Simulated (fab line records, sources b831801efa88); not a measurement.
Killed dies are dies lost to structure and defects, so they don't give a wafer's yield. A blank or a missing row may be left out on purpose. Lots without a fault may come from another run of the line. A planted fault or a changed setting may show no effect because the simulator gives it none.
Chamber matching | flow gf180mcu | GF_STI_CMP_25 on cmp-01: 3 sister chambers
The step polishes, stops on Si3N4, t overpolish 33 s, target thk 524.6 nm. 14 wafers are shown with their chamber, then 6 later ones without.

WAFERS WITH THEIR CHAMBER
wafer  | chamber | motor_current_A (A) | time_to_endpoint_s (s) | overpolish_run_s (s)
L288.1 | 0       | 12.6                | 113                    | 33.006
L288.3 | 2       | 10.8                | 124                    | 32.982
L288.4 | 1       | 12.3                | 123                    | 32.999
L298.2 | 2       | 10.3                | 121                    | 33.003
L298.3 | 0       | 12.5                | 114                    | 33.005
L298.4 | 1       | 10.9                | 123                    | 33.007
L299.1 | 1       | 11.9                | 120                    | 32.999
L299.4 | 0       | 12.9                | 109                    | 33.002
L299.5 | 1       | 11.5                | 125                    | 33.004
L300.1 | 1       | 11.9                | 121                    | 33.000
L300.3 | 0       | 12.4                | 114                    | 32.990
L300.6 | 0       | 12.8                | 115                    | 32.999
L301.4 | 0       | 12.3                | 118                    | 33.006
L301.5 | 2       | 10.4                | 122                    | 32.996

SIGNATURES (means of the wafers above)
reading            | chamber 0 | chamber 1 | chamber 2 | scatter within a chamber
motor_current_A    | 12.583    | 11.700    | 10.500    | 0.373
time_to_endpoint_s | 113.83    | 122.40    | 122.33    | 2.39
overpolish_run_s   | 33.00133  | 33.00180  | 32.99367  | 0.00654
Rule: a wafer's distance from a chamber is the root of the sum, over the readings, of the square of ((its reading less the chamber's mean) divided by the reading's scatter). The wafer belongs to the nearest chamber; if the next one is less than 2 further off, it can't be placed. The scatter: the root of (the sum of the squares of (reading less its chamber's mean) over the shown wafers, divided by (wafers less chambers)).

WAFERS WITHOUT THEIR CHAMBER
wafer  | motor_current_A (A) | time_to_endpoint_s (s) | overpolish_run_s (s)
L305.1 | 10.9                | 119                    | 32.988
L305.2 | 11.5                | 120                    | 33.022
L305.4 | 12.8                | 111                    | 32.988
L307.2 | 12.1                | 120                    | 33.013
L307.4 | 12.1                | 111                    | 33.000
L307.5 | 12.5                | 108                    | 32.997

WHICH CHAMBER EACH WENT THROUGH
wafer  | from the rows above          | in truth
L305.1 | can't be placed: 2 or 1      | 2
L305.2 | can't be placed: 1 or 0 or 2 | 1
L305.4 | 0                            | 0
L307.2 | can't be placed: 1 or 0      | 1
L307.4 | 0                            | 0
L307.5 | 0                            | 0
Placed correctly: 3 of 6. Can't be placed from these rows: 3 (the true chamber is among the candidates in 3). Placed wrongly: 0.
